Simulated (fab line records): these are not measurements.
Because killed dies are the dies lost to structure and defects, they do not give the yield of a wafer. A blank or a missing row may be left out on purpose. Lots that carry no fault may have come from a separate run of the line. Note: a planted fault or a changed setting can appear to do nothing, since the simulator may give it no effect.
Chamber matching + flow sky130 + 4 sister chambers for SKY_POLY_CUT_ETCH_11 on rie_diel-01
The step etches Si3N4 in CF4/CH2F2/Ar, stops on poly-Si, time 42.5 s, target depth 60 nm. 4 wafers are shown with their chamber, then 7 later ones without.

== EACH WAFER AND ITS CHAMBER ==
| wafer  | chamber | drypump_motor_current_A (A) |
|--------|---------|-----------------------------|
| L809.6 | 0       | 5.8                         |
| L810.5 | 1       | 5.0                         |
| L811.1 | 2       | 6.5                         |
| L811.4 | 3       | 5.3                         |

== WAFERS WITH NO CHAMBER GIVEN ==
| wafer  | drypump_motor_current_A (A) |
|--------|-----------------------------|
| L811.5 | 5.1                         |
| L821.1 | 5.8                         |
| L821.5 | 5.8                         |
| L821.6 | 5.0                         |
| L823.1 | 5.3                         |
| L823.4 | 5.0                         |
| L823.6 | 6.5                         |

== EACH ONE'S CHAMBER ==
| wafer  | from the rows above | in truth |
|--------|---------------------|----------|
| L811.5 | 1                   | 1        |
| L821.1 | 0                   | 0        |
| L821.5 | 0                   | 0        |
| L821.6 | 1                   | 1        |
| L823.1 | 3                   | 3        |
| L823.4 | 1                   | 1        |
| L823.6 | 2                   | 2        |
7 of 7 placed correctly. Left unplaced by these rows: 0. Placed wrongly: 0.
How it was worked out, from the rows above alone: a wafer's distance from a chamber is the root of the sum, over the readings, of the square of ((its reading less the chamber's mean) divided by the reading's scatter). The wafer belongs to the nearest chamber; if the next one is less than 2 further off, it can't be placed. A chamber's mean is the mean of its shown wafers. The scatter: with one shown wafer a chamber, the root of the mean of the squares of how far each hidden wafer lies from its nearest shown one.
